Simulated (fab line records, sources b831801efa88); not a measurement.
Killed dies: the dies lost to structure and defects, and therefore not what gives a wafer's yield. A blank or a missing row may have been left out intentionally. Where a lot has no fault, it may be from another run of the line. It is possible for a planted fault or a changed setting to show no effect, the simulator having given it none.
Problem report in the 8D (eight disciplines) form, filled by code || flow gf180mcu || the parts of the form that need people (team, actions taken, sign-off) are left out

== 1. WHAT IS WRONG ==
Across 6 wafers from 2 lots, MVPSD_OVL at GF_MVPSD_OVL_MEAS_07 averages -130.8 nm, while fault-free wafers read -0.4 nm with a standard deviation of 1.3. That is -99 or more standard deviations from the usual mean.
First observed at day 6 23:44: wafer L186.3, on overlay-02. The record has a number at this step for 42 wafers belonging to 14 lots. By rule, "out" or "out of limits" means more than 4 standard deviations away from the usual mean. Any other wafer with a number is counted as sound.

== 2. WHAT IT IS, AND WHAT IT ISN'T ==
{"question": "which readings at this step", "is": "MVPSD_OVL", "is not": "-"}
{"question": "which lots", "is": "L186, L189", "is not": "L178, L179, L181, L182, L183, L184, L185, L190, L196, L197, L198, L201"}
{"question": "which wafers of those lots", "is": "all that have a number", "is not": "-"}
{"question": "read on which gauges", "is": "overlay-02", "is not": "overlay-01"}
{"question": "when", "is": "from day 6 23:44", "is not": "up to then (21 sound wafers); but 15 sound wafers of L190, L196, L197, L198, L201 came after"}

== 3. SUSPECTS, AND WHAT RULES EACH OUT ==
Counting: any tool at a process step up to the reading is kept as a suspect provided that every lot that is out went through it and no sound lot did after the first of them.
- the gauge at GF_MVPSD_OVL_MEAS_07: kept. All the wafers that are out were read on overlay-02, and no step on other tools shows them out.
- iline-stepper-01 at GF_MVPSD_EXPOSE_04 (exposes mask MVPSD, target cd 1000 nm): kept. It processed each lot that is out, first L186 at day 6 15:44, and no sound lot thereafter; up to then, the last sound lot it processed was L185 at day 6 10:55.
After counting, iline-stepper-01 at GF_MVPSD_EXPOSE_04 and overlay-02 at GF_MVPSD_OVL_MEAS_07 remain.

== 4. THE CAUSE (what the simulator had put in) ==
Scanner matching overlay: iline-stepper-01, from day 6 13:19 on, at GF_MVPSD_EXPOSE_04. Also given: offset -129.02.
After counting, 2 suspects remain, this tool included.

== 5. THE EFFECT CHAIN, in route order ==
One row per reading whose mean, taken over the struck wafers that have a number, lies over 3 standard deviations from the usual. Only readings for which the record gives a usual standard deviation are gone through. hours: the time from each lot's start at the first step in this table that gives one to its start at this step, as a median over the lots. sigmas: the change in usual standard deviations.
{"hours": 0, "step": "GF_MVPSD_OVL_MEAS_07", "reading": "MVPSD_OVL", "usual": "-0.4 nm", "on struck wafers": -130.8, "change": -130.4, "sigmas": "-99 or more"}
At these later measuring or inspecting steps, every struck wafer for which the step has a row has a number for every such reading, and none has moved that far: GF_CONTACT_THK_MEAS_26.

== 6. HOW IT WOULD HAVE BEEN CAUGHT EARLIER ==
In this record the first reading out of limits at a measuring or inspecting step was taken at day 6 23:44, 10 hours after the fault began at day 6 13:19.
Among the 2 lots that are out, L189 began GF_MVPSD_EXPOSE_04 on iline-stepper-01 after day 6 23:44. Had the tool been put on hold then, it would have been spared.
